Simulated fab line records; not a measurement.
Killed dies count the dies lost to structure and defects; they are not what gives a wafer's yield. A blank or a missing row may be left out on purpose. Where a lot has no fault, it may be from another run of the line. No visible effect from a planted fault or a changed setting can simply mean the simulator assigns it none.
Comparing a struck lot with a sound one    flow sky130    36 out of 708 route steps
Sound: these wafers, L293.1, L293.3, L293.5. Struck: wafers L282.3, L282.4, L282.5. The cause is named last.
Per side, at each step with rows, come the tool, then ch with its chambers, and then its first start. Under that, the readings that differ: sound wafers    struck wafers    difference of the means    sigmas: that difference in standard deviations of wafers without a fault.
alike: same words and numbers on both sides, and readings whose means sit less than 2 such deviations apart. not compared: any withheld reading, any reading some wafer has no value for, any bound like >300 that may hide the same value, and any number with overlapping values for which the record gives no deviation.
The two part at a step that has a row with sigmas, a row that says differs or no value, or rows on one side only. Non-overlapping numbers with no deviation appear without sigmas and do not part them. A reading that every wafer of one side lacks parts them only if that side has two wafers or more.

first, 10 steps without rows for these wafers: SKY_POLY_CUT_ETCH_10 (etches BARC in N2/H2, stops on SiO2, time 45.9 s, target depth 60 nm); SKY_POLY_CUT_ETCH_11 (etches Si3N4 in CF4/CH2F2/Ar, stops on poly-Si, time 42.5 s, target depth 60 nm); SKY_POLY_CUT_STRIP_12 (strips in O2/N2); SKY_SD_P_DEHYDRATE_00 (time 60 s); SKY_SD_P_HMDS_01 (prime time 60 s); SKY_SD_P_COAT_02 (resist thk 1140 nm); SKY_SD_P_SOFTBAKE_03 (time 60 s); SKY_SD_P_EXPOSE_04 (exposes mask PSDM, target cd 380 nm); SKY_SD_P_PEB_05; SKY_SD_P_DEVELOP_06 (develop time 60 s).
SKY_SD_P_IMPLANT_09:
  sound on implanter-02 ch 0, day 31 03:20; struck on implanter-02 ch 0, day 27 14:46
reading                   sound                 struck                difference  sigmas
beamEnergyKeV             20.000 20.008 20.005  16.149 16.161 16.165  -3.846      -99 or more
model.implant.rpNm (nm)   17.09 17.09 17.09     14.27 14.27 14.27     -2.82       
model.implant.drpNm (nm)  9.746 9.746 9.746     8.385 8.385 8.385     -1.361      
  alike: faradayCurrentUA
SKY_SD_P_STRIP_10: strips in O2/N2.
  sound on plasmaAsher-04 ch 0,1, day 31 03:29; struck on plasmaAsher-02 ch 0,1, day 27 14:54
reading                   sound              struck             difference  sigmas
oesProductAu (a.u.)       0.618 0.618 0.614  0.627 0.637 0.631  +0.015      +3
stripTimeToEndpointS (s)  17.54 17.53 17.53  16.89 16.86 16.89  -0.65       -14
  alike: drypumpMotorCurrentA
  not compared: rfHoursCounterH
SKY_SD_P_TW_MEAS_11:
  sound: filmMetro-03 at day 31 03:35; struck: filmMetro-01 at day 27 14:59
reading  sound           struck          difference  sigmas
SD_P_TW  2819 2812 2823  2668 2655 2647  -161        -13
then, 21 steps without rows for these wafers: SKY_RES_XHIGH_DEHYDRATE_00 (time 60 s); SKY_RES_XHIGH_HMDS_01 (prime time 60 s); SKY_RES_XHIGH_COAT_02 (resist thk 1140 nm); SKY_RES_XHIGH_SOFTBAKE_03 (time 60 s); SKY_RES_XHIGH_EXPOSE_04 (exposes mask URPM, target cd 1270 nm); SKY_RES_XHIGH_PEB_05; SKY_RES_XHIGH_DEVELOP_06 (develop time 60 s); SKY_RES_XHIGH_IMPLANT_07; SKY_RES_XHIGH_STRIP_08 (strips in O2/N2); SKY_SD_N_DEHYDRATE_00 (time 60 s); SKY_SD_N_HMDS_01 (prime time 60 s); SKY_SD_N_COAT_02 (resist thk 1140 nm); SKY_SD_N_SOFTBAKE_03 (time 60 s); SKY_SD_N_EXPOSE_04 (exposes mask NSDM, target cd 380 nm); SKY_SD_N_PEB_05; SKY_SD_N_DEVELOP_06 (develop time 60 s); SKY_SD_N_IMPLANT_09; SKY_SD_N_IMPLANT_10; SKY_SD_N_STRIP_11 (strips in O2/N2); SKY_SD_N_CLEAN_13 (cleans in SC1/SC2, time 150 s); SKY_SD_N_RTA_14 (time 2 s).
-- the record jumps here: 2 days lie between the struck wafers' starts before and after --
SKY_SD_N_RS_MEAS_17: measurement is done with a four-point probe.
  sound: filmMetro-01 at day 33 09:39; struck: filmMetro-04 at day 30 00:45
reading           sound              struck             difference  sigmas
SD_P_RS (ohm/sq)  147.1 146.9 147.3  162.3 161.9 161.7  +14.9       +41
-- a jump in the record: the struck wafers' starts before and after are 17 days apart (it breaks off in module SD_N and resumes in module PAD_OPEN, where the first step shown is number 708 of the route) --
SKY_PAD_OPEN_PROBE_99:
  sound: prober-01 at day 49 14:19; struck: prober-01 at day 47 08:46
reading                              sound              struck             difference  sigmas
model.etest.pfet_01v8.rOnOhmUm       2986 2938 2950     3097 3060 3090     +124        
model.etest.resPdiff.lineOhmUm       1386 1397 1388     1572 1573 1550     +175        
model.etest.resPdiffHv.rsOhmSq       193.8 196.2 195.2  216.8 217.4 216.8  +21.9       
model.etest.resPdiff.rsOhmSq         198.2 200.2 201.7  219.1 218.9 218    +18.6       
model.etest.pfet_01v8.driveUaUm      185.9 187 189.5    177.8 180.4 177.7  -8.8        
model.etest.pfet_01v8_hvt.driveUaUm  139 139.5 141.3    131.2 133.5 131.9  -7.7        
  alike: killed_at_M0_to_M3, killed_at_M4_up, killedAtContacts, killedAtFrontEnd, killedAtOther, killedDies, killedOpen, killedShort

WHERE THEY PART
First at SKY_SD_P_IMPLANT_09; last, within this record, at SKY_SD_N_RS_MEAS_17. Later steps at which nothing parts them and some readings are alike: SKY_PAD_OPEN_PROBE_99.

WHY: the cause the simulator had injected
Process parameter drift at SKY_SD_P_IMPLANT_09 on implanter-02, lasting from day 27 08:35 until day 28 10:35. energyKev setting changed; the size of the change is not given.
